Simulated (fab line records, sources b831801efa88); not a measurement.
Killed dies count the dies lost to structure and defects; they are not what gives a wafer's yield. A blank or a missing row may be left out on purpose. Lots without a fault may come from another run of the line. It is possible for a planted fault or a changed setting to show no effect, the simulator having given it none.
Struck lot and sound lot, side by side	flow sky130	18 out of 708 route steps
Sound: these wafers, L902.1, L902.2, L902.6. The struck wafers were L909.1, L909.2, L909.5. At the end, the cause is stated.
Each step with rows lists, per side, the tool, then ch with its chambers, then its first start. Under that, the readings that differ: sound wafers	struck wafers	difference of the means	sigmas: that difference in standard deviations of wafers without a fault.
alike: a reading whose means differ by less than 2 such deviations, as well as words and numbers matching on both sides. not compared: withheld readings; readings where some wafer has no value; bounds like >300 that might hide an equal value; numbers whose values overlap and for which the record gives no deviation.
The two part at a step that has a row with sigmas, a row that says differs or no value, or rows on one side only. Non-overlapping numbers with no deviation appear without sigmas and do not part them. A reading missing from all wafers of one side parts the sides only when that side holds two or more wafers.

first, 3 steps without rows for these wafers: SKY_VT_ADJUST_NCORE_EXPOSE_04 (exposes mask LVTN COMPLEMENT THIN, target cd 380 nm); SKY_VT_ADJUST_NCORE_PEB_05; SKY_VT_ADJUST_NCORE_DEVELOP_06 (develop time 60 s).
SKY_VT_ADJUST_NCORE_CD_MEAS_07 targets a cd of 380 nm.
  struck on cd_sem-01, day 10 20:51; sound on cd_sem-02, day 8 15:36
reading	sound	struck	difference	sigmas
cd_nm (nm)	378.5 378.6 377.8	384.0 383.4 382.1	+4.9	+2
SKY_VT_ADJUST_NCORE_OVL_MEAS_08:
  struck on overlay-02, day 10 20:58; sound on overlay-02, day 8 15:43
  alike: VT_ADJUST_NCORE_OVL
following that, these wafers have no rows for 1 step: SKY_VT_ADJUST_NCORE_IMPLANT_09.
SKY_VT_ADJUST_NCORE_STRIP_10: strips in O2/N2.
  sound on plasma_asher-01 ch 0,1, day 8 15:55; struck on plasma_asher-04 ch 0,1, day 10 21:10
  alike: drypump_motor_current_A, o2_flow_sccm, oes_product_au, strip_time_to_endpoint_s
  not compared: rf_hours_counter_h
SKY_VT_ADJUST_NCORE_TW_MEAS_11:
  struck on film_metro-01, day 10 21:16; sound on film_metro-04, day 8 16:01
  alike: VT_ADJUST_NCORE_TW
then, 4 steps without rows for these wafers: SKY_VT_ADJUST_HVTR_DEHYDRATE_00 (time 60 s); SKY_VT_ADJUST_HVTR_HMDS_01 (prime time 60 s); SKY_VT_ADJUST_HVTR_COAT_02 (resist thk 1140 nm); SKY_VT_ADJUST_HVTR_SOFTBAKE_03 (time 60 s).
SKY_VT_ADJUST_HVTR_EXPOSE_04: exposes mask HVTRM, target cd 380 nm.
  sound on iline_stepper-02 ch 0, day 9 02:00; struck on iline_stepper-01 ch 0, day 11 08:17
reading	sound	struck	difference	sigmas
model.VT_ADJUST_HVTR.overlay_x_nm (nm)	0.3931 0.3931 0.3931	-91.46 -91.46 -91.46	-91.85	
  alike: mask, exposure_dose_mJ_cm2
then, 2 steps without rows for these wafers: SKY_VT_ADJUST_HVTR_PEB_05; SKY_VT_ADJUST_HVTR_DEVELOP_06 (develop time 60 s).
SKY_VT_ADJUST_HVTR_CD_MEAS_07 targets a cd of 380 nm.
  struck on cd_sem-02, day 11 19:48; sound on cd_sem-01, day 9 11:24
  alike: cd_nm
SKY_VT_ADJUST_HVTR_OVL_MEAS_08:
  struck on overlay-01, day 11 20:07; sound on overlay-01, day 9 11:31
reading	sound	struck	difference	sigmas
VT_ADJUST_HVTR_OVL (nm)	-0.5 1.4 -1.1	-90.9 -91.8 -90.7	-91.1	-70
  not compared: hold
following that, these wafers have no rows for 1 step: SKY_PAD_OPEN_PROBE_99.

## WHERE THEY PART
First at SKY_VT_ADJUST_NCORE_CD_MEAS_07; last, within this record, at SKY_VT_ADJUST_HVTR_OVL_MEAS_08.

WHY: what had been put in by the simulator
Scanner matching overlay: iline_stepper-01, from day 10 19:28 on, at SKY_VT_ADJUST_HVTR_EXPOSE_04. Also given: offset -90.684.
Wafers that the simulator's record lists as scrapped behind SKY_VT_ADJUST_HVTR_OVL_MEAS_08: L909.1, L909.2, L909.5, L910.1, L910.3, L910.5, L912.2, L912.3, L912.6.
